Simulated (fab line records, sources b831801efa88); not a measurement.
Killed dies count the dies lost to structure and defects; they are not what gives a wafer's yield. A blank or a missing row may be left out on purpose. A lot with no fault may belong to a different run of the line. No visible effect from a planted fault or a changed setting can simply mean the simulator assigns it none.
Check for tools in common / flow gf180mcu / 33 wafers sampled across 11 lots

## WHAT PROMPTED THE OPENING
3 of 11 lots carry a flag on the reading HV_LDD_4_TW at GF_HV_LDD_TW_MEAS_50. Fault-free wafers read 568, with a standard deviation of 5.1.
Rule: a lot gets a flag if all its wafers with a number sit over 4 standard deviations from that mean, or if no wafer of it has a number. The other lots count as sound.

lot=L929; measured=day 12 09:19; on=filmMetro-02; HV_LDD_4_TW, wafer by wafer=564 564 566; flag=
lot=L937; measured=day 15 07:35; on=filmMetro-03; HV_LDD_4_TW, wafer by wafer=568 568 570; flag=
lot=L940; measured=day 16 03:35; on=filmMetro-04; HV_LDD_4_TW, wafer by wafer=30 30 30; flag=FLAGGED
lot=L941; measured=day 16 11:49; on=filmMetro-02; HV_LDD_4_TW, wafer by wafer=30 30 30; flag=FLAGGED
lot=L942; measured=day 16 19:57; on=filmMetro-02; HV_LDD_4_TW, wafer by wafer=30 30 30; flag=FLAGGED
lot=L945; measured=day 17 18:44; on=filmMetro-03; HV_LDD_4_TW, wafer by wafer=576 576 579; flag=
lot=L946; measured=day 18 05:59; on=filmMetro-03; HV_LDD_4_TW, wafer by wafer=572 573 574; flag=
lot=L948; measured=day 18 18:37; on=filmMetro-04; HV_LDD_4_TW, wafer by wafer=567 571 570; flag=
lot=L949; measured=day 19 01:44; on=filmMetro-03; HV_LDD_4_TW, wafer by wafer=573 573 571; flag=
lot=L950; measured=day 19 12:08; on=filmMetro-04; HV_LDD_4_TW, wafer by wafer=564 564 566; flag=
lot=L951; measured=day 19 21:17; on=filmMetro-03; HV_LDD_4_TW, wafer by wafer=573 571 576; flag=
On average the flagged lots read 30, which is -538 against the usual, or -99 or more standard deviations.

## LOT BY LOT: THE TOOL USED
3 process steps preceding the reading are held in the record, out of 602 steps in the route. Cell contents, in order: the tool; ch with the chambers the sampled wafers went through; the start.
lot=L929; flag=; GF_POLY_GATE_STRIP_14=plasmaAsher-04 ch 0,1, day 9 05:25; GF_HV_LDD_STRIP_37=plasmaAsher-02 ch 0,1, day 11 14:18; GF_HV_LDD_STRIP_49=plasmaAsher-03 ch 0,1, day 12 09:13
lot=L937; flag=; GF_POLY_GATE_STRIP_14=plasmaAsher-01 ch 0,1, day 11 15:55; GF_HV_LDD_STRIP_37=plasmaAsher-03 ch 0,1, day 14 10:47; GF_HV_LDD_STRIP_49=plasmaAsher-04 ch 0, day 15 07:29
lot=L940; flag=FLAGGED; GF_POLY_GATE_STRIP_14=plasmaAsher-04 ch 0,1, day 12 12:23; GF_HV_LDD_STRIP_37=plasmaAsher-04 ch 0,1, day 15 05:44; GF_HV_LDD_STRIP_49=plasmaAsher-03 ch 0,1, day 16 03:29
lot=L941; flag=FLAGGED; GF_POLY_GATE_STRIP_14=plasmaAsher-01 ch 0,1, day 12 19:26; GF_HV_LDD_STRIP_37=plasmaAsher-03 ch 0,1, day 15 13:29; GF_HV_LDD_STRIP_49=plasmaAsher-03 ch 0,1, day 16 11:43
lot=L942; flag=FLAGGED; GF_POLY_GATE_STRIP_14=plasmaAsher-01 ch 0,1, day 13 05:03; GF_HV_LDD_STRIP_37=plasmaAsher-03 ch 0,1, day 15 21:40; GF_HV_LDD_STRIP_49=plasmaAsher-03 ch 0,1, day 16 19:52
lot=L945; flag=; GF_POLY_GATE_STRIP_14=plasmaAsher-01 ch 0,1, day 13 23:41; GF_HV_LDD_STRIP_37=plasmaAsher-03 ch 0,1, day 16 19:26; GF_HV_LDD_STRIP_49=plasmaAsher-02 ch 0,1, day 17 18:38
lot=L946; flag=; GF_POLY_GATE_STRIP_14=plasmaAsher-01 ch 0,1, day 14 08:37; GF_HV_LDD_STRIP_37=plasmaAsher-04 ch 0,1, day 17 05:56; GF_HV_LDD_STRIP_49=plasmaAsher-04 ch 0,1, day 18 05:53
lot=L948; flag=; GF_POLY_GATE_STRIP_14=plasmaAsher-01 ch 0,1, day 14 21:05; GF_HV_LDD_STRIP_37=plasmaAsher-04 ch 0,1, day 17 18:29; GF_HV_LDD_STRIP_49=plasmaAsher-03 ch 0,1, day 18 18:31
lot=L949; flag=; GF_POLY_GATE_STRIP_14=plasmaAsher-01 ch 0,1, day 15 03:48; GF_HV_LDD_STRIP_37=plasmaAsher-04 ch 0,1, day 18 01:45; GF_HV_LDD_STRIP_49=plasmaAsher-04 ch 0,1, day 19 01:39
lot=L950; flag=; GF_POLY_GATE_STRIP_14=plasmaAsher-01 ch 0,1, day 15 12:05; GF_HV_LDD_STRIP_37=plasmaAsher-03 ch 0,1, day 18 12:23; GF_HV_LDD_STRIP_49=plasmaAsher-02 ch 1, day 19 12:02
lot=L951; flag=; GF_POLY_GATE_STRIP_14=plasmaAsher-01 ch 0,1, day 15 20:26; GF_HV_LDD_STRIP_37=plasmaAsher-04 ch 0,1, day 18 20:58; GF_HV_LDD_STRIP_49=plasmaAsher-03 ch 0,1, day 19 21:12
These steps, and what they do:
- GF_POLY_GATE_STRIP_14: strips in O2/N2.
- GF_HV_LDD_STRIP_37: strips in O2/N2.
- GF_HV_LDD_STRIP_49: strips in O2/N2.
- GF_HV_LDD_TW_MEAS_50

## FLAGGED OVER TOTAL, TOOL BY TOOL (the gauges that took the reading come last)
step=GF_POLY_GATE_STRIP_14; tool=plasmaAsher-01; lots run=9; flagged=2; share of the flagged lots=some; sound lots run after its first flagged lot=6 (L945,L946,L948,L949,L950,L951)
step=GF_POLY_GATE_STRIP_14; tool=plasmaAsher-04; lots run=2; flagged=1; share of the flagged lots=some; sound lots run after its first flagged lot=0
step=GF_HV_LDD_STRIP_37; tool=plasmaAsher-02; lots run=1; flagged=0; share of the flagged lots=none; sound lots run after its first flagged lot=-
step=GF_HV_LDD_STRIP_37; tool=plasmaAsher-03; lots run=5; flagged=2; share of the flagged lots=some; sound lots run after its first flagged lot=2 (L945,L950)
step=GF_HV_LDD_STRIP_37; tool=plasmaAsher-04; lots run=5; flagged=1; share of the flagged lots=some; sound lots run after its first flagged lot=4 (L946,L948,L949,L951)
step=GF_HV_LDD_STRIP_49; tool=plasmaAsher-02; lots run=2; flagged=0; share of the flagged lots=none; sound lots run after its first flagged lot=-
step=GF_HV_LDD_STRIP_49; tool=plasmaAsher-03; lots run=6; flagged=3; share of the flagged lots=all; sound lots run after its first flagged lot=2 (L948,L951)
step=GF_HV_LDD_STRIP_49; tool=plasmaAsher-04; lots run=3; flagged=0; share of the flagged lots=none; sound lots run after its first flagged lot=-
step=GF_HV_LDD_TW_MEAS_50; tool=filmMetro-02; lots run=3; flagged=2; share of the flagged lots=some; sound lots run after its first flagged lot=0
step=GF_HV_LDD_TW_MEAS_50; tool=filmMetro-03; lots run=5; flagged=0; share of the flagged lots=none; sound lots run after its first flagged lot=-
step=GF_HV_LDD_TW_MEAS_50; tool=filmMetro-04; lots run=3; flagged=1; share of the flagged lots=some; sound lots run after its first flagged lot=2 (L948,L950)

## WHAT IS ALLOWED BY THE TABLE
All flagged lots share 1 row of the table, namely plasmaAsher-03 at GF_HV_LDD_STRIP_49.
- plasmaAsher-03 at GF_HV_LDD_STRIP_49: 3 of its 6 lots flagged. Sound lots ran on it after the first flagged one (L948, L951), which a lasting fault on the whole tool wouldn't allow. Its own readings (stripTimeToEndpointS) fall more than 4 standard deviations out on all wafers of the flagged lots.
Every row of the table either missed a flagged lot or ran a sound lot after the first.

## WHAT THE SIMULATOR HAD INSERTED
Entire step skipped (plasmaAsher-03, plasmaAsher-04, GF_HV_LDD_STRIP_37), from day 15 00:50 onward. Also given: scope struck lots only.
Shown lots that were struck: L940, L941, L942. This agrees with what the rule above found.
